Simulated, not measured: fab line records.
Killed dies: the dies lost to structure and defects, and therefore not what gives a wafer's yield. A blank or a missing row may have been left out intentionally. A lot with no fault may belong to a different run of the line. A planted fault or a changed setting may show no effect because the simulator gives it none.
A struck lot beside a sound one + flow sky130 + 16 steps out of a route of 708
Sound: these wafers, L485.2, L485.3, L485.5. Struck: wafers L490.1, L490.2, L490.3. Last of all comes the cause.
Per side, at each step with rows, come the tool, then ch with its chambers, and then its first start. Under that, the readings that differ: sound wafers + struck wafers + difference of the means + sigmas: that difference in standard deviations of wafers without a fault.
alike: words and numbers the same on both sides, and readings whose means are apart by under 2 such deviations; not compared: readings that were withheld, readings missing a value for some wafer, numbers with overlapping values and no deviation given by the record, and bounds like >300 which may hide the same value.
The two part at a step that has a row with sigmas, a row that says differs or no value, or rows on one side only. Numbers that have no deviation but don't overlap get no sigmas and don't part them. A reading that every wafer of one side lacks parts them only if that side has two wafers or more.

first, 3 steps without rows for these wafers: SKY_SONOS_TUNNEL_EXPOSE_04 (exposes mask TUNM, target cd 410 nm); SKY_SONOS_TUNNEL_PEB_05; SKY_SONOS_TUNNEL_DEVELOP_06 (develop time 60 s).
SKY_SONOS_TUNNEL_CD_MEAS_07: the cd target is 410 nm.
  struck on cd_sem-01, day 14 05:52; sound on cd_sem-02, day 12 19:15
  alike: cd_nm
SKY_SONOS_TUNNEL_OVL_MEAS_08:
  struck on overlay-02, day 14 05:59; sound on overlay-02, day 12 19:22
  alike: SONOS_TUNNEL_OVL
then, 3 steps without rows for these wafers: SKY_SONOS_TUNNEL_IMPLANT_09; SKY_SONOS_TUNNEL_WET_ETCH_10 (etches SiO2 in dHF, target depth 14 nm, time 280 s); SKY_SONOS_TUNNEL_STRIP_11 (strips in SPM, time 600 s).
SKY_SONOS_TUNNEL_TW_MEAS_12:
  struck on film_metro-03, day 14 06:26; sound on film_metro-04, day 12 19:49
  alike: SONOS_TUNNEL_TW
then, 2 steps without rows for these wafers: SKY_SONOS_TUNNEL_CLEAN_13 (cleans in dHF, time 20 s); SKY_SONOS_ONO_OXIDATION_00 (stabilise 600 s, purge 300 s, target thk 2.6 nm).
SKY_SONOS_ONO_THK_MEAS_01:
  struck on film_metro-02, day 14 07:52; sound on film_metro-04, day 13 00:25
  alike: SONOS_ONO_OXIDATION_THK
SKY_SONOS_ONO_CVD_02: deposits Si3N4 from DCS/NH3, target thk 10.5 nm, time 180 s.
  sound on lpcvd-02 ch 1, day 13 00:28; struck on lpcvd-02 ch 1, day 14 09:29
| reading                                     | sound             | struck            | difference | sigmas |
|---------------------------------------------|-------------------|-------------------|------------|--------|
| spike_tc_bottom_C (C)                       | 788 791 788       | 803 806 804       | +15        | +4     |
| spike_tc_centre_C (C)                       | 768.0 769.1 770.0 | 783.9 784.7 785.1 | +15.5      | +13    |
| spike_tc_lower_C (C)                        | 770.6 769.8 768.3 | 784.2 786.0 786.2 | +15.9      | +11    |
| spike_tc_top_C (C)                          | 783.1 782.2 780.9 | 797.5 797.1 797.5 | +15.3      | +14    |
| spike_tc_upper_C (C)                        | 772.4 773.1 772.6 | 786.7 788.2 788.6 | +15.1      | +9     |
| susceptor_temp_C (C)                        | 769.9 770.1 770.7 | 784.9 785.2 785.3 | +14.9      | +39    |
| zone_power_lower_pct (%)                    | 14.12 14.06 14.24 | 15.01 14.58 14.82 | +0.66      | +3     |
| zone_power_upper_pct (%)                    | 11.80 11.85 11.79 | 12.34 12.38 12.21 | +0.50      | +4     |
| model.Si3N4_of_SONOS_ONO_CVD_02.thk_nm (nm) | 10.7 10.6 10.59   | 14.29 14.17 14.18 | +3.58      |        |
  alike: zone_power_top_pct
SKY_SONOS_ONO_THK_MEAS_03:
  struck on film_metro-04, day 14 11:03; sound on film_metro-02, day 13 02:03
| reading                   | sound             | struck            | difference | sigmas |
|---------------------------|-------------------|-------------------|------------|--------|
| SONOS_ONO_CVD_02_THK (nm) | 10.69 10.62 10.63 | 14.30 14.16 14.17 | +3.56      | +30    |
then, 1 step without rows for these wafers: SKY_SONOS_ONO_CVD_04 (deposits SiO2 from SiH4/N2O, target thk 5.7199 nm).
-- here the record skips 34 days between the struck wafers' starts before and after, leaving off in module SONOS_ONO and picking up in module PAD_OPEN (first step shown: number 708 of the route) --
SKY_PAD_OPEN_PROBE_99:
  struck on prober-02, day 48 02:06; sound on prober-01, day 46 21:25
| reading                                | sound                         | struck                        | difference | sigmas |
|----------------------------------------|-------------------------------|-------------------------------|------------|--------|
| model.etest.nfet_16v.r_on_ohm_um       | 1.409e+04 1.396e+04 1.399e+04 | 1.74e+04 1.742e+04 1.725e+04  | +3.34e+03  |        |
| model.etest.pfet_16v.r_on_ohm_um       | 1.512e+04 1.484e+04 1.47e+04  | 1.604e+04 1.624e+04 1.616e+04 | +1.260e+03 |        |
| model.etest.pfet_g5v0d10v5.r_on_ohm_um | 4757 4732 4714                | 5404 5471 5410                | +694       |        |
| model.etest.nfet_g5v0d10v5.r_on_ohm_um | 1876 1881 1868                | 2443 2465 2430                | +571       |        |
| model.etest.sonos_erased.drive_ua_um   | 203.5 169 189.3               | 79.34 76.06 72.4              | -111.33    |        |
| model.etest.nfet_g5v0d10v5.drive_ua_um | 610.1 609.5 612.9             | 397.6 398.1 402.7             | -211.4     |        |
| model.etest.tip_sonos.rs_ohm_sq        | 2618 2587 2588                | 2930 2902 2855                | +298       |        |
| model.etest.nfet_05v0_nvt.drive_ua_um  | 577 582.5 579                 | 426.7 425.6 429.1             | -152.4     |        |
  alike: killed_at_M0_to_M3, killed_at_M4_up, killed_at_contacts, killed_at_front_end, killed_at_other, killed_dies, killed_open, killed_short

WHERE THEY PART
First at SKY_SONOS_ONO_CVD_02; last, within this record, at SKY_SONOS_ONO_THK_MEAS_03. Later steps at which nothing parts them and some readings are alike: SKY_PAD_OPEN_PROBE_99.

WHY: what had been put in by the simulator
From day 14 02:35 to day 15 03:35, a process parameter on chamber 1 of lpcvd-02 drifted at SKY_SONOS_ONO_CVD_02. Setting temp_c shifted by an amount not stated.
